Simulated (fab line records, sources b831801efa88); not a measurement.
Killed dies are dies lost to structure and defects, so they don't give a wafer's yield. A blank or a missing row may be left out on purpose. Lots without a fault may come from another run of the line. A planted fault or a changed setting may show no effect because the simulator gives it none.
One fault seen from 2 desks | flow sky130 | each desk has only its own numbers; what lay behind them comes last

THE TOOL OWNER'S DESK: litho_track-01
The tool's own readings at SKY_CONTACT_COAT_08 (resist thk 60 nm): means of the sampled wafers that have a number, for each lot that ran on this tool. A lot is out of limits, marked OUT, if its mean lies more than 4 standard deviations from the usual mean; the brackets give that distance.
Columns: A = spin_speed_rpm at SKY_CONTACT_COAT_08, usual 3000.1 rpm
lot  | first seen here | A
L534 | day 32 23:44    | 3000.5
L535 | day 33 07:53    | 2999.0
L536 | day 33 10:31    | 2722.1 (-99 or more) OUT
L537 | day 33 23:07    | 2719.4 (-99 or more) OUT
L539 | day 34 11:52    | 2721.7 (-99 or more) OUT
L551 | day 38 07:32    | 3000.7
This desk's finding: out of limits on L536, L537, L539; first on L536, day 33 10:31 (spin_speed_rpm at SKY_CONTACT_COAT_08). In limits: L534, L535, L551.

THE METROLOGY DESK
What the gauges read, lot by lot, whatever tool the lot ran on: means of the sampled wafers that have a number. A lot is out of limits, marked OUT, if its mean lies more than 4 standard deviations from the usual mean; the brackets give that distance.
Columns: A = LOCAL_INTERCONNECT_OVL at SKY_LOCAL_INTERCONNECT_OVL_MEAS_12, usual -3 nm; B = CONTACT_BOW at SKY_CONTACT_BOW_MEAS_05, usual 81 um
lot  | first seen here | A   | B
L530 | day 30 19:10    | -7  | 83
L531 | day 31 14:35    | -5  | 85
L532 | day 31 22:25    | -8  | 86
L534 | day 32 09:23    | -2  | 86
L535 | day 32 18:05    | -5  | 75
L536 | day 32 20:46    | -2  | 83
L537 | day 33 08:28    | 0   | 79
L538 | day 33 21:08    | -7  | 81
L539 | day 33 21:50    | -11 | 81
L545 | day 35 14:44    | -3  | 74
L547 | day 37 03:23    | 4   | 92
L549 | day 37 10:50    | 7   | 74
L550 | day 37 11:46    | 0   | 79
L548 | day 37 14:35    | 1   | 81
L551 | day 37 18:03    | -8  | 86
This desk's finding: nothing out of limits on any of the 15 lots.

PUT TOGETHER
The tool owner's desk could have raised an alarm at day 33 10:31, on L536, L537, L539.
The metrology desk saw nothing out of limits.
The metrology desk has L536, L537, L539 on record, within its limits.
Of the lots named, all ran SKY_CONTACT_COAT_08 on litho_track-01.

WHAT THE SIMULATOR HAD PUT IN
Process parameter drift: litho_track-01, from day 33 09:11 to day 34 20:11, at SKY_CONTACT_COAT_08. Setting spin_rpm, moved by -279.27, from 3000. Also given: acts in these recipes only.
Lots struck among those shown: L536, L537, L539.
Hours from the fault's start to each desk's first reading out of limits: the tool owner's desk, 1.
